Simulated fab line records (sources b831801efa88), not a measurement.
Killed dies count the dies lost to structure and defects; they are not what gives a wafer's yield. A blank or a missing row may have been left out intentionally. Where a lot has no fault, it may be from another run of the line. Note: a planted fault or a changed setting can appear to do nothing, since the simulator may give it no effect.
Which tool was responsible? ; flow sky130 ; 12 lots with 36 wafers sampled at 5 steps, on a route of 708 steps

WHAT THE GAUGES READ, wafer by wafer
SKY_GATE_OXIDE_OVL_MEAS_10.
lot;measured;on;GATE_OXIDE_OVL (nm)
L749;day 14 21:05;overlay-01;-0.6 -0.2 0.5
L752;day 15 10:53;overlay-01;-0.7 -1.5 -1.5
L753;day 16 00:14;overlay-01;-2.8 -2.1 -1.5
L755;day 16 15:20;overlay-01;1.9 -0.9 0.7
L756;day 16 19:46;overlay-02;0.9 1.0 -0.3
L757;day 17 03:23;overlay-01;1.3 2.8 1.5
L758;day 17 20:10;overlay-01;-1.1 -2.4 -1.7
L760;day 18 15:34;overlay-02;-1.5 -1.0 0.0
L761;day 19 03:54;overlay-01;-1.3 0.3 0.4
L762;day 19 11:14;overlay-02;-0.9 -0.7 -0.5
L764;day 19 23:59;overlay-02;-2.6 -0.3 -2.5
L765;day 20 07:53;overlay-01;-1.0 -0.8 0.1

SKY_LDD_P_CD_MEAS_07 targets a cd of 380 nm.
lot;measured;on;cd_nm (nm)
L749;day 20 08:45;cd_sem-01;382.5 376.7 380.2
L752;day 21 00:11;cd_sem-02;375.7 379.4 377.1
L753;day 21 14:26;cd_sem-02;378.8 379.5 383.7
L755;day 22 09:46;cd_sem-02;384.5 381.6 383.0
L756;day 22 14:04;cd_sem-01;381.0 380.4 382.3
L757;day 22 20:53;cd_sem-02;376.8 377.2 377.8
L758;day 23 11:37;cd_sem-02;376.9 376.4 376.8
L760;day 24 07:41;cd_sem-02;379.4 381.1 380.4
L761;day 24 21:24;cd_sem-02;384.4 380.2 378.2
L762;day 25 01:08;cd_sem-01;384.0 383.6 380.6
L764;day 25 13:49;cd_sem-01;383.6 384.1 384.3
L765;day 25 20:48;cd_sem-02;378.8 380.0 378.4

SKY_LDD_HVN_TW_MEAS_10.
lot;measured;on;LDD_HVN_TW
L749;day 21 17:43;film_metro-03;1409 1410 1415
L752;day 22 09:22;film_metro-02;1452 1450 1458
L753;day 22 22:41;film_metro-02;1455 1460 1452
L755;day 23 17:08;film_metro-01;1435 1427 1424
L756;day 23 21:19;film_metro-02;1457 1451 1451
L757;day 24 04:28;film_metro-01;1427 1436 1433
L758;day 24 17:29;film_metro-01;1438 1436 1433
L760;day 25 13:56;film_metro-03;1420 1417 1418
L761;day 26 03:21;film_metro-03;1413 1421 1418
L762;day 26 07:14;film_metro-03;1419 1417 1413
L764;day 26 19:22;film_metro-03;1526 1522 1527 1536 1529 1537
L765;day 27 02:50;film_metro-03;1529 1528 1522 1532 1530 1528

TOOL THAT RAN EACH LOT (tool first, then ch and the chambers of the sampled wafers, then the start)
lot;SKY_POLY_GATE_ETCH_17;SKY_LDD_HVN_IMPLANT_08
L749;rie_si-01 ch 1,2,3, day 17 13:58;implanter-03 ch 0, day 21 17:29
L752;rie_si-02 ch 0,1,3, day 18 03:38;implanter-02 ch 0, day 22 09:07
L753;rie_si-01 ch 0,3, day 18 18:43;implanter-04 ch 0, day 22 22:26
L755;rie_si-02 ch 0,2, day 19 12:13;implanter-03 ch 0, day 23 16:55
L756;rie_si-02 ch 1,2, day 19 17:38;implanter-04 ch 0, day 23 21:04
L757;rie_si-02 ch 0,2,3, day 20 01:55;implanter-02 ch 0, day 24 04:13
L758;rie_si-02 ch 0,2, day 20 17:26;implanter-04 ch 0, day 24 17:14
L760;rie_si-02 ch 1,2, day 21 15:07;implanter-02 ch 0, day 25 13:42
L761;rie_si-01 ch 1,2,3, day 22 03:43;implanter-03 ch 0, day 26 03:09
L762;rie_si-02 ch 0,1, day 22 09:23;implanter-02 ch 0, day 26 06:59
L764;rie_si-02 ch 0,1,3, day 22 23:07;implanter-03 ch 0, day 26 19:07
L765;rie_si-01 ch 0,1,3, day 23 05:38;implanter-03 ch 0, day 27 02:37
- SKY_POLY_GATE_ETCH_17: etches poly-Si in HBr/Cl2, stops on SiO2, target depth 180 nm, time 70.5 s.
- SKY_LDD_HVN_IMPLANT_08

AS READ BY THE TOOLS THEMSELVES (means over the sampled wafers that have a number; for cases with no such wafer, the mark the record gives instead)
SKY_POLY_GATE_ETCH_17.
lot;tool;drypump_motor_current_A (A);mfc_cl2_sccm (sccm);oes_product_au (a.u.);throttle_valve_pct (%)
L749;rie_si-01;5.7;50.10;0.991;33.686
L752;rie_si-02;5.9;49.99;0.990;33.685
L753;rie_si-01;6.1;49.92;0.992;33.685
L755;rie_si-02;6.0;50.28;0.983;33.686
L756;rie_si-02;5.8;50.19;0.975;33.676
L757;rie_si-02;6.0;49.95;0.982;33.680
L758;rie_si-02;6.0;50.05;0.978;33.676
L760;rie_si-02;5.8;49.89;0.985;33.674
L761;rie_si-01;5.7;50.10;0.988;33.682
L762;rie_si-02;6.0;50.20;0.981;33.684
L764;rie_si-02;6.0;49.93;0.981;33.689
L765;rie_si-01;5.7;49.99;0.988;33.674

SKY_LDD_HVN_IMPLANT_08.
lot;tool;beam_energy_keV
L749;implanter-03;59.969
L752;implanter-02;60.002
L753;implanter-04;59.994
L755;implanter-03;60.033
L756;implanter-04;60.010
L757;implanter-02;60.014
L758;implanter-04;60.015
L760;implanter-02;60.002
L761;implanter-03;60.015
L762;implanter-02;60.021
L764;implanter-03;82.362
L765;implanter-03;82.358

THE ANSWER, worked out from the rows above alone
Rule: what is usual is taken from the lots themselves. The widest of any qualifying gaps counts: lots, ordered by their means at a reading, are off when they make up no more than a third of the lots, leave a main group of 4 or more, and stand apart from it by 3 or more times the standard deviation of that group's means. A main group whose means are all the same, to the digits that the tables above print for the reading, isn't used. Also off: a lot with no number at a reading for which 4 or more lots have one. Where the step has rows for the other lots, those lots are counted as sound. The gauges are gone through in route order, then the tools' own readings, and for those a lot's mean is taken as printed above. At the first step where some lot is off, the reading lying furthest off is the one used; lots without a number count as furthest.
Off: L764, L765, seen at SKY_LDD_HVN_TW_MEAS_10 (LDD_HVN_TW). Main group: mean 1432, sd 16.
If a tool, at a process step before that reading, ran all the lots that are off and no sound lot after the first of them, it fits. The gauges at SKY_LDD_HVN_TW_MEAS_10 aren't tried: what is off there is off at SKY_LDD_HVN_IMPLANT_08 too, on other tools, and a gauge's error can't cause that. One fits: implanter-03 at SKY_LDD_HVN_IMPLANT_08. A fault onset in the window from L761 (day 26 03:09, its last sound lot) to L764 (day 26 19:07, its first lot off) fits.
The tool's own readings at SKY_LDD_HVN_IMPLANT_08 bear it out: on the lots that are off they differ by more than 5 times the standard deviation of the sound lots' means. beam_energy_keV reads 82.360 there against 60.008 on the sound lots.

WHAT HAD BEEN PUT IN BY THE SIMULATOR
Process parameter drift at SKY_LDD_HVN_IMPLANT_08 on implanter-03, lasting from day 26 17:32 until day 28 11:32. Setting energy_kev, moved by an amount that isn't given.
Shown lots that were struck: L764, L765. The same result came from the rule above.
